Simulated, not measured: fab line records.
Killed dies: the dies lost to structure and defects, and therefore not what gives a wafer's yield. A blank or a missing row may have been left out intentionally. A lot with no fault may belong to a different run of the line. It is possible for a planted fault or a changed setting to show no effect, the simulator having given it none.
Which tool is to blame? | flow sfq_line | 14 lots, 42 wafers sampled, at 1 step of a route of 325

== WHAT THE GAUGES SHOWED, per wafer ==
The record holds no reading of a measuring or inspecting step that can be judged against a usual standard deviation.

== TOOL THAT RAN EACH LOT (tool first, then ch and the chambers of the sampled wafers, then the start) ==
lot  | SFQ_TRILAYER_M4_DEP_PRE_CLEAN_092
L838 | pvd_sputter-06, day 40 22:43
L839 | pvd_sputter-06, day 41 03:25
L842 | pvd_sputter-04, day 41 12:31
L843 | pvd_sputter-06, day 41 16:02
L844 | pvd_sputter-06, day 41 19:07
L845 | pvd_sputter-05, day 41 20:55
L853 | pvd_sputter-06, day 45 00:13
L855 | pvd_sputter-04, day 45 03:55
L856 | pvd_sputter-06, day 45 05:07
L857 | pvd_sputter-04, day 50 05:05
L858 | pvd_sputter-04, day 51 05:26
L859 | pvd_sputter-06, day 51 07:14
L860 | pvd_sputter-06, day 51 13:34
L861 | pvd_sputter-04, day 53 01:26
- SFQ_TRILAYER_M4_DEP_PRE_CLEAN_092: time 22.5 s.

== WHAT THE TOOLS THEMSELVES READ (means of the sampled wafers that have a number; where no wafer has one, the mark that the record gives instead) ==
SFQ_TRILAYER_M4_DEP_PRE_CLEAN_092. Usual: bias_v at 250.4 V, with a standard deviation of 2.5.
lot  | tool           | bias_v (V) | flag
L838 | pvd_sputter-06 | 250.5      |
L839 | pvd_sputter-06 | 251.2      |
L842 | pvd_sputter-04 | -          | OFF
L843 | pvd_sputter-06 | -          | OFF
L844 | pvd_sputter-06 | 250.0      |
L845 | pvd_sputter-05 | 252.5      |
L853 | pvd_sputter-06 | 248.5      |
L855 | pvd_sputter-04 | 247.5      |
L856 | pvd_sputter-06 | 250.0      |
L857 | pvd_sputter-04 | 250.5      |
L858 | pvd_sputter-04 | 249.6      |
L859 | pvd_sputter-06 | 251.2      |
L860 | pvd_sputter-06 | 251.3      |
L861 | pvd_sputter-04 | 248.7      |

== THE ANSWER, worked out from the rows above alone ==
Rule: lot off if the mean of its wafers having a number is beyond 3 standard deviations from the usual mean. Also off: a lot with no number at a reading for which 4 or more lots have one. The other lots that the step has rows for count as sound. Order of review: gauges by route order, followed by the tools' own readings, for which a lot's mean as printed above is used. The first step at which some lot is off is used, and at that step the reading that is off furthest; a lot without a number counts as furthest.
Off at SFQ_TRILAYER_M4_DEP_PRE_CLEAN_092 (bias_v): L842, L843. Without a number there: L842, L843.
If a tool, at that step or one of the process steps before it, ran each lot that is off and ran no sound lot following the first of them, it fits. Of those tried, none fits.

== WHAT HAD BEEN PUT IN BY THE SIMULATOR ==
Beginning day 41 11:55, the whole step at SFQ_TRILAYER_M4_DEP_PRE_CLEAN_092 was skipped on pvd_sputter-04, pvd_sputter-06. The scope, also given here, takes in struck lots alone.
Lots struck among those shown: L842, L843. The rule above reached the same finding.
